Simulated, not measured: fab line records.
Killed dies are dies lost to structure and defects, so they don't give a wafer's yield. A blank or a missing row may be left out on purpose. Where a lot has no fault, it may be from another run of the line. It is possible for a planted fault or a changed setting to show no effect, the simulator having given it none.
fab line records	flow sky130
[record] lots = 12	wafers = 36	last-day = 50
route steps=708 shown PWDE@54 VT_ADJUST_HVTP@95 VT_ADJUST_LVTN@116 VT_ADJUST_NCORE@126
lots untouched by any fault: they come from a run of this same line in which no faults occurred
start-h: the number of hours between the record's first day and the start of the first shown wafer of the lot	wait-h: hours elapsed since this lot's preceding step	" unchanged from the row above	L1.1+2: a single row standing in for several wafers	- no value, or no start given	* or withheld: withheld	< > ~ a bound
route shown NAME@n: names a module that has steps shown in the file, with the first one's number in the route	usual: average and standard deviation across the fault-free wafers	same: alike in all rows	chamber/n: place in a boat	sites: each site's reading	_std_site: standard deviation of those values	_edge_site: mean of outer sites minus mean of inner sites	radius-mm: how far each site lies from the wafer's centre	mask NAME#n: copy n	behind: the tool/chamber that last shaped the wafer	hold: reason for holding the lot/hours on hold/outcome of the hold	device: names the non-switching transistor (n, p or np)	end of line: tests of these same wafers at the route's end	a step with no rows: only its recipe	killed: dies lost to structure and defects at the first sort, not the wafer's yield	map: shows each die of a wafer: x if killed, . if not, _ if none is there
set.NAME: the setting that was run; set.NAME@STEP: the one run at that earlier step	model.NAME: the simulator's own value behind a step, which no gauge read
a sample of lots followed through the steps of the route, with each step as a table and each wafer as a row
services: a tool's chamber out of use, with start hour (start-h, from the record's first day; less than 0 if before it), hours out, and reason
[[steps]]
[step SKY_PWDE_STRIP_09]
[recipe] chemistry = O2/N2	power-w = 1400	pressure-mtorr = 1500	platen-temp-c = withheld	o2-flow-sccm = 3000	n2-flow-sccm = 300	overash-fraction = 0.5
[usual] drypump-motor-current-A = 5.8/0.5	oes-product-au = 0.723/0.0043	strip-time-to-endpoint-s = 36.93/0.11
lot.wafer	tool	chamber	start-h	wait-h	drypump-motor-current-A	oes-product-au	rf-hours-counter-h	strip-time-to-endpoint-s
L626.2	plasma-asher-02	1	69.35	0.1	6.0	0.722	24	37.13
L626.4	"	0	"	"	6.3	0.726	-	37.06
L626.5	"	1	"	"	6.0	0.719	-	37.01
L627.1	plasma-asher-02	0	75.64	0.1	6.3	0.722	25	36.89
L627.2	"	1	"	"	6.0	0.732	25	36.74
L627.3	"	1	"	"	6.0	0.730	-	36.78
L629.1	plasma-asher-03	0	82.95	0.1	6.1	0.723	41	37.03
L629.2	"	1	"	"	6.0	0.724	41	37.10
L629.5	"	1	"	"	6.0	0.717	-	37.03
L630.3	plasma-asher-02	0	90.83	0.1	6.4	0.723	-	36.87
L630.5	"	1	"	"	6.0	0.731	-	36.96
L630.6	"	0	"	"	6.4	0.728	-	37.01
L637.2	plasma-asher-03	0	133.90	0.1	6.1	0.724	46	36.85
L637.3	"	0	"	"	6.1	0.725	-	36.94
L637.6	"	0	"	"	6.1	0.718	-	36.98
L638.1	plasma-asher-01	1	138.54	0.1	4.8	0.723	2	36.78
L638.3	"	0	"	"	5.7	0.722	-	36.82
L638.5	"	0	"	"	5.7	0.728	-	36.96
L643.2	plasma-asher-01	0	166.75	0.1	5.8	0.722	5	36.88
L643.4	"	0	"	"	5.7	0.715	-	36.93
L643.5	"	1	"	"	4.8	0.729	-	36.88
L644.3	plasma-asher-02	0	181.82	0.1	6.3	0.725	-	37.02
L644.4	"	1	"	"	6.0	0.717	-	36.90
L644.5	"	0	"	"	6.3	0.723	-	36.97
L645.1	plasma-asher-01	1	184.44	0.1	4.8	0.721	6	36.64
L645.4	"	1	"	"	4.8	0.723	-	36.69
L645.5	"	1	"	"	4.8	0.723	-	36.67
L646.3	plasma-asher-02	1	185.02	0.1	6.0	0.720	-	36.76
L646.4	"	0	"	"	6.3	0.726	-	36.66
L646.6	"	0	"	"	6.3	0.720	-	36.70
L648.2	plasma-asher-01	0	196.29	0.1	5.7	0.723	8	36.96
L648.3	"	0	"	"	5.8	0.720	-	36.89
L648.4	"	1	"	"	4.8	0.733	-	37.02
L649.2	plasma-asher-03	1	203.19	0.1	6.0	0.719	53	36.86
L649.5	"	0	"	"	6.1	0.724	-	36.89
L649.6	"	1	"	"	6.0	0.720	-	36.85
[step SKY_VT_ADJUST_HVTP_STRIP_10]
[recipe] chemistry = O2/N2	power-w = 1400	pressure-mtorr = 1500	platen-temp-c = withheld	o2-flow-sccm = 3000	n2-flow-sccm = 300	overash-fraction = 0.5
[usual] drypump-motor-current-A = 6.1/0.5	oes-product-au = 0.715/0.0046	strip-time-to-endpoint-s = 14.18/0.044
lot.wafer	tool	chamber	start-h	wait-h	drypump-motor-current-A	oes-product-au	rf-hours-counter-h	strip-time-to-endpoint-s
L626.2	plasma-asher-02	1	120.91	0.1	6.0	0.724	30	14.23
L626.4	"	1	"	"	6.0	0.715	-	14.25
L626.5	"	0	"	"	6.4	0.708	-	14.24
L627.1	plasma-asher-01	0	130.06	0.1	5.7	0.717	1	14.23
L627.2	"	1	"	"	4.8	0.715	1	14.20
L627.3	"	0	"	"	5.7	0.719	-	14.21
L629.1	plasma-asher-02	1	138.31	0.1	6.0	0.718	31	14.20
L629.2	"	0	"	"	6.4	0.716	31	14.24
L629.5	"	0	"	"	6.3	0.712	-	14.26
L630.3	plasma-asher-02	1	146.54	0.1	6.0	0.714	-	14.17
L630.5	"	0	"	"	6.3	0.720	-	14.19
L630.6	"	1	"	"	6.0	0.707	-	14.15
L637.2	plasma-asher-02	1	194.61	0.1	6.0	0.713	36	14.14
L637.3	"	1	"	"	6.0	0.716	-	14.17
L637.6	"	1	"	"	6.0	0.714	-	14.11
L638.1	plasma-asher-04	1	200.81	0.1	5.8	0.725	54	14.24
L638.3	"	0	"	"	6.9	0.717	-	14.19
L638.5	"	1	"	"	5.8	0.719	-	14.16
L643.2	plasma-asher-02	0	232.51	0.1	6.3	0.703	39	14.17
L643.4	"	1	"	"	6.0	0.719	-	14.17
L643.5	"	1	"	"	6.0	0.714	-	14.17
L644.3	plasma-asher-02	1	249.99	0.1	6.0	0.718	-	14.23
L644.4	"	0	"	"	6.3	0.720	-	14.18
L644.5	"	1	"	"	6.0	0.715	-	14.20
L645.1	plasma-asher-01	0	254.06	0.1	5.7	0.715	13	14.17
L645.4	"	1	"	"	4.8	0.715	-	14.15
L645.5	"	1	"	"	4.8	0.716	-	14.20
L646.3	plasma-asher-02	1	254.99	0.1	6.0	0.717	-	14.10
L646.4	"	0	"	"	6.3	0.719	-	14.14
L646.6	"	0	"	"	6.3	0.709	-	14.12
L648.2	plasma-asher-02	0	265.41	0.1	6.4	0.718	43	14.16
L648.3	"	1	"	"	6.0	0.715	-	14.19
L648.4	"	0	"	"	6.3	0.712	-	14.14
L649.2	plasma-asher-02	0	273.56	0.1	6.3	0.708	43	14.21
L649.5	"	0	"	"	6.4	0.707	-	14.26
L649.6	"	1	"	"	6.0	0.708	-	14.24
[step SKY_VT_ADJUST_LVTN_IMPLANT_19]
[recipe] species = B	energy-kev = 30	dose-cm2 = 6.5e+11	tilt-deg = withheld
[usual] dose-ions-cm2 = 6.5e+11/7.3e+08	faraday-current-uA = 3.66/0.079
lot.wafer	tool	chamber	start-h	wait-h	dose-ions-cm2	faraday-current-uA
L626.2	implanter-02	0	158.92	0.0	6.496e+11	3.77
L626.4	"	0	"	"	6.488e+11	3.64
L626.5	"	0	"	"	6.492e+11	3.68
L627.1	implanter-02	0	169.14	0.0	6.5e+11	3.58
L627.2	"	0	"	"	6.497e+11	3.54
L627.3	"	0	"	"	6.492e+11	3.59
L629.1	implanter-02	0	176.64	0.0	6.494e+11	3.58
L629.2	"	0	"	"	6.495e+11	3.64
L629.5	"	0	"	"	6.502e+11	3.68
L630.3	implanter-02	0	186.75	0.1	6.514e+11	3.76
L630.5	"	0	"	"	6.498e+11	3.74
L630.6	"	0	"	"	6.513e+11	3.71
L637.2	implanter-04	0	239.72	0.0	8.604e+11	4.84
L637.3	"	0	"	"	8.613e+11	4.61
L637.6	"	0	"	"	8.621e+11	4.69
L638.1	implanter-04	0	246.74	0.0	8.631e+11	4.88
L638.3	"	0	"	"	8.63e+11	4.86
L638.5	"	0	"	"	8.638e+11	4.91
L643.2	implanter-03	0	280.01	0.0	6.497e+11	3.62
L643.4	"	0	"	"	6.504e+11	3.71
L643.5	"	0	"	"	6.504e+11	3.69
L644.3	implanter-03	0	299.00	0.1	6.511e+11	3.62
L644.4	"	0	"	"	6.511e+11	3.64
L644.5	"	0	"	"	6.499e+11	3.61
L645.1	implanter-03	0	302.69	0.0	6.488e+11	3.72
L645.4	"	0	"	"	6.499e+11	3.49
L645.5	"	0	"	"	6.493e+11	3.69
L646.3	implanter-03	0	304.44	0.1	6.493e+11	3.55
L646.4	"	0	"	"	6.494e+11	3.74
L646.6	"	0	"	"	6.489e+11	3.70
L648.2	implanter-03	0	315.81	0.0	6.502e+11	3.64
L648.3	"	0	"	"	6.506e+11	3.69
L648.4	"	0	"	"	6.503e+11	3.89
L649.2	implanter-03	0	324.17	0.0	6.496e+11	3.76
L649.5	"	0	"	"	6.496e+11	3.68
L649.6	"	0	"	"	6.499e+11	3.68
[step SKY_VT_ADJUST_LVTN_TW_MEAS_21]
[usual] VT_ADJUST_LVTN_2_TW = 188.5/0.83
lot.wafer	tool	chamber	start-h	wait-h	VT_ADJUST_LVTN_2_TW
L626.2	film-metro-02	-	159.16	0.1	188.6
L626.4	"	-	"	"	187.7
L626.5	"	-	"	"	188.5
L627.1	film-metro-01	-	169.39	0.1	189.2
L627.2	"	-	"	"	188.9
L627.3	"	-	"	"	189.8
L629.1	film-metro-01	-	176.89	0.1	190.0
L629.2	"	-	"	"	188.1
L629.5	"	-	"	"	188.7
L630.3	film-metro-01	-	186.97	0.1	189.6
L630.5	"	-	"	"	189.0
L630.6	"	-	"	"	188.9
L637.2	film-metro-03	-	239.96	0.1	204.7
L637.3	"	-	"	"	203.4
L637.6	"	-	"	"	203.8
L638.1	film-metro-02	-	246.99	0.1	204.4
L638.3	"	-	"	"	205.5
L638.5	"	-	"	"	205.6
L643.2	film-metro-01	-	280.25	0.1	190.5
L643.4	"	-	"	"	189.2
L643.5	"	-	"	"	188.5
L644.3	film-metro-03	-	299.22	0.1	187.3
L644.4	"	-	"	"	188.0
L644.5	"	-	"	"	187.6
L645.1	film-metro-03	-	302.94	0.1	187.9
L645.4	"	-	"	"	187.4
L645.5	"	-	"	"	187.4
L646.3	film-metro-03	-	304.66	0.1	187.2
L646.4	"	-	"	"	188.0
L646.6	"	-	"	"	187.6
L648.2	film-metro-03	-	316.05	0.1	187.3
L648.3	"	-	"	"	187.8
L648.4	"	-	"	"	188.0
L649.2	film-metro-02	-	324.41	0.1	189.6
L649.5	"	-	"	"	188.7
L649.6	"	-	"	"	189.4
[step SKY_VT_ADJUST_NCORE_CD_MEAS_07]
[recipe] target-cd-nm = 380
[usual] cd-nm = 380.5/2.2
lot.wafer	tool	chamber	start-h	wait-h	cd-nm
L626.2	cd-sem-01	-	178.88	0.1	378.5
L626.4	"	-	"	"	376.7
L626.5	"	-	"	"	377.1
L627.1	cd-sem-01	-	190.31	0.1	381.3
L627.2	"	-	"	"	382.5
L627.3	"	-	"	"	382.4
L629.1	cd-sem-02	-	198.25	0.1	379.7
L629.2	"	-	"	"	380.8
L629.5	"	-	"	"	380.4
L630.3	cd-sem-02	-	208.44	0.1	383.2
L630.5	"	-	"	"	380.4
L630.6	"	-	"	"	382.6
L637.2	cd-sem-01	-	262.67	0.1	382.0
L637.3	"	-	"	"	379.7
L637.6	"	-	"	"	381.8
L638.1	cd-sem-02	-	270.71	0.1	377.4
L638.3	"	-	"	"	377.0
L638.5	"	-	"	"	375.7
L643.2	cd-sem-01	-	304.97	0.1	380.2
L643.4	"	-	"	"	379.5
L643.5	"	-	"	"	382.2
L644.3	cd-sem-01	-	325.15	0.1	381.3
L644.4	"	-	"	"	380.2
L644.5	"	-	"	"	383.1
L645.1	cd-sem-01	-	329.55	0.1	383.6
L645.4	"	-	"	"	378.7
L645.5	"	-	"	"	379.5
L646.3	cd-sem-01	-	330.14	0.1	381.9
L646.4	"	-	"	"	378.2
L646.6	"	-	"	"	382.4
L648.2	cd-sem-01	-	342.12	0.1	382.3
L648.3	"	-	"	"	383.0
L648.4	"	-	"	"	382.9
L649.2	cd-sem-01	-	350.77	0.1	378.8
L649.5	"	-	"	"	376.3
L649.6	"	-	"	"	379.8
[[services]]
tool	chamber	start-h	hours	kind
plasma-asher-03	-	105.98	2.8	pm
plasma-asher-01	-	108.75	9.0	pm
plasma-asher-01	0	108.75	9.0	vent-cycle
plasma-asher-01	1	108.75	9.0	vent-cycle
implanter-04	-	114.66	3.7	pm
plasma-asher-01	0	117.75	-	clean
plasma-asher-01	1	117.75	-	clean
implanter-02	-	127.72	3.1	pm
plasma-asher-02	-	128.01	9.0	repair
implanter-04	-	187.61	2.0	repair
implanter-02	-	208.42	1.6	repair
implanter-02	-	210.45	10.0	repair
implanter-03	-	233.50	4.1	repair
implanter-03	-	239.90	5.3	pm
implanter-03	-	266.98	2.1	repair
implanter-02	-	294.15	15.6	repair
implanter-04	-	296.77	8.2	repair
plasma-asher-04	-	317.28	3.5	repair
[[key]]
[first-sign] step = SKY_VT_ADJUST_LVTN_IMPLANT_19	reading = dose-ions-cm2	direction = up	sigmas = 99+	usual = *	struck = *
[effect] step = SKY_VT_ADJUST_LVTN_IMPLANT_19	reading = faraday-current-uA	direction = up	sigmas = 14	usual = 3.66	struck = 4.80
[effect] step = SKY_VT_ADJUST_LVTN_TW_MEAS_21	reading = VT_ADJUST_LVTN_2_TW	direction = up	sigmas = 19	usual = 188.5	struck = 204.6
met-at SKY_VT_ADJUST_LVTN_IMPLANT_19
struck-lots L637,L638
tester-left-out L637,L638
not-acting-at SKY_PWDE_STRIP_09,SKY_VT_ADJUST_HVTP_STRIP_10,SKY_VT_ADJUST_NCORE_CD_MEAS_07
[fault] kind = process-parameter-drift	tool = implanter-04	chamber = -	onset-h = 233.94	steps = SKY_VT_ADJUST_LVTN_IMPLANT_19	channel = dose-cm2	offset = *	shape = step	end-h = 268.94	acts-in = *	stated = *
// tester-left-out: of these lots the tester's yield and bins aren't shown, on N5 and GAA mostly nor the transistor test; their killed dies are dies lost to structure and defects alone, not to doping, threshold or leakage, so they don't give the yield
